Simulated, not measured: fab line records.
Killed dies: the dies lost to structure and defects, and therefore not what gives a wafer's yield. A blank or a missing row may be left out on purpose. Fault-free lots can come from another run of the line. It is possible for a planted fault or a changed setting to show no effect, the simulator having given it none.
Chamber matching -- flow gf180mcu -- cmp-01 running GF_V3_CMP_26: 4 sister chambers
The step polishes, stops on SiO2, t overpolish 15 s, target thk 0 nm. 27 wafers are shown with their chamber, then 12 later ones without.

== WAFERS PAIRED WITH THEIR CHAMBERS ==
wafer,chamber,motorCurrentA (A),timeToEndpointS (s),retainingRingPressureFrac
L076.2,3,9.0,84.9,0.994
L076.4,2,10.5,82.7,1.004
L076.5,0,11.0,83.5,1.002
L080.1,3,8.9,86.9,0.998
L080.2,1,11.9,88.1,0.996
L080.6,0,11.3,84.4,1.000
L082.1,0,10.6,79.8,1.006
L082.3,2,10.3,82.9,1.005
L082.5,2,10.5,82.5,0.995
L083.1,3,8.9,88.0,1.007
L083.3,0,11.4,83.6,1.005
L083.4,1,12.1,82.4,0.998
L084.1,0,10.8,81.7,1.008
L084.2,3,9.2,81.9,1.006
L084.3,2,9.9,83.8,0.997
L086.1,3,9.6,82.9,1.002
L086.2,2,10.6,83.8,0.998
L086.5,1,11.8,81.9,1.001
L087.1,0,10.7,78.2,0.987
L087.3,1,11.2,81.1,0.999
L087.6,0,11.0,81.5,0.990
L088.2,0,11.4,82.9,0.995
L088.3,3,9.4,81.4,0.992
L088.4,1,11.9,80.4,0.996
L090.1,0,10.6,83.9,0.997
L090.2,2,10.7,84.9,1.005
L090.3,3,9.5,86.6,0.999

SIGNATURES (means of the wafers above)
reading,chamber 0,chamber 1,chamber 2,chamber 3,scatter within a chamber
motorCurrentA,10.978,11.780,10.417,9.214,0.312
timeToEndpointS,82.167,82.780,83.433,84.657,2.26
retainingRingPressureFrac,0.99889,0.99800,1.00067,0.99971,0.00565
Rule: for a wafer and a chamber, the distance is found by dividing, reading by reading, the gap between the wafer's reading and the chamber's mean by the reading's scatter, squaring, summing and taking the root. If the next closest chamber is less than 2 further off than the closest, the wafer can't be placed; otherwise it belongs to the closest. The scatter is the square root of a quotient: the sum, over the shown wafers, of each reading's squared deviation from its chamber's mean, divided by wafers minus chambers.

== WAFERS WITHOUT THEIR CHAMBER ==
wafer,motorCurrentA (A),timeToEndpointS (s),retainingRingPressureFrac
L091.1,10.2,84.3,1.001
L091.3,10.4,83.6,0.990
L091.5,11.4,85.9,0.999
L092.1,10.2,84.7,1.000
L092.5,11.4,84.4,1.003
L092.6,10.5,83.6,0.994
L094.1,9.4,79.6,1.008
L094.3,11.8,81.5,0.999
L094.5,10.8,81.5,1.001
L097.2,10.0,82.7,0.994
L097.4,9.6,81.5,0.997
L097.6,10.3,79.6,0.996

== CHAMBER TAKEN BY EACH ==
wafer,from the rows above,in truth
L091.1,can't be placed: 2 or 0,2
L091.3,can't be placed: 2 or 0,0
L091.5,can't be placed: 1 or 0 or 2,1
L092.1,can't be placed: 2 or 0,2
L092.5,can't be placed: 1 or 0 or 2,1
L092.6,can't be placed: 2 or 0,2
L094.1,can't be placed: 3 or 2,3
L094.3,1,1
L094.5,can't be placed: 0 or 2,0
L097.2,can't be placed: 2 or 3 or 0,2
L097.4,can't be placed: 3 or 2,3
L097.6,can't be placed: 2 or 0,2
Correct placement for 1 of the 12. These rows do not allow placing 11 (true chamber among the candidates in 11). Number placed wrongly: 0.
